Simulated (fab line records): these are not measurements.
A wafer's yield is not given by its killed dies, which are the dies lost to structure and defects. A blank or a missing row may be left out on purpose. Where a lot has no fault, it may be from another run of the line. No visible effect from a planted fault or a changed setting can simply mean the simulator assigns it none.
Lot-split experiment	flow sky130	23 wafers read from 5 lots, route of 708 steps

THE SPLIT
At SKY_CONTACT_DEVELOP_13 (develop time 60 s), the setting devTempC was moved away from the recipe's 21 C on 10 of the 23 wafers read, by -13.8% to +16.7%. The other wafers ran this setting at the recipe's value.

Between the split and the reading, the file records no step.

THE READING
cdNm (nm) at SKY_CONTACT_CD_MEAS_14, where the cd target is 170 nm. Fault-free wafers of this fab line usually give 170.6 nm, standard deviation 1.4 nm.

wafer	tool, chamber at the split	devTempC as run, C	against the recipe	cdNm, nm	against lot-mates on the recipe
L075.1	lithoTrack-01, 0	19.01	-9.5%	168.4	-0.6
L075.2	lithoTrack-01, 0	21	recipe	168.5	-
L075.3	lithoTrack-01, 0	21	recipe	169.7	-
L075.4	lithoTrack-01, 0	21	recipe	168.7	-
L075.5	lithoTrack-01, 0	19.01	-9.5%	166.5	-2.5
L078.2	lithoTrack-04, 0	24.51	+16.7%	175.5	+2.1
L078.3	lithoTrack-04, 0	24.51	+16.7%	175.8	+2.4
L078.4	lithoTrack-04, 0	21	recipe	173.6	-
L078.5	lithoTrack-04, 0	24.51	+16.7%	176.0	+2.6
L078.6	lithoTrack-04, 0	21	recipe	173.2	-
L079.2	lithoTrack-01, 0	23.79	+13.3%	172.8	+2.7
L079.3	lithoTrack-01, 0	23.79	+13.3%	174.2	+4.1
L079.4	lithoTrack-01, 0	23.79	+13.3%	174.0	+3.9
L079.5	lithoTrack-01, 0	21	recipe	170.3	-
L079.6	lithoTrack-01, 0	21	recipe	169.9	-
L080.2	lithoTrack-04, 0	21	recipe	168.2	-
L080.3	lithoTrack-04, 0	21	recipe	168.5	-
L080.4	lithoTrack-04, 0	21	recipe	167.8	-
L080.5	lithoTrack-04, 0	18.1	-13.8%	165.3	-2.9
L080.6	lithoTrack-04, 0	18.1	-13.8%	165.8	-2.4
L084.1	lithoTrack-03, 0	21	recipe	170.1	-
L084.3	lithoTrack-03, 0	21	recipe	169.8	-
L084.6	lithoTrack-03, 0	21	recipe	168.6	-

FIT RESULTS
A straight line over all 23 wafers: cdNm changes by +0.317 nm for each +1% of devTempC; r = +0.90; the points scatter about the line by 1.5 nm.
The same after taking each lot's own level away (the mean of its wafers on the recipe; 23 wafers): +0.186 nm for each +1%; r = +0.92; scatter 0.72 nm.
According to that fit, moving devTempC by its largest amount changes the reading by 3.1 nm.
The lots' own levels span 168.17 to 173.40 nm, that is 3.7 times the standard deviation above.
So the slope is not independent of the lot-to-lot level: the two fits are not the same.
Check: with one of the wafers moved furthest among these (+16.7%) left out of the fit, the line predicts +3.38 nm for it against its lot-mates. Against them it came out at +2.1 nm.

FILE'S OWN FIT
cdNm changes by +0.186 nm for each +1% of devTempC, r = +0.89.
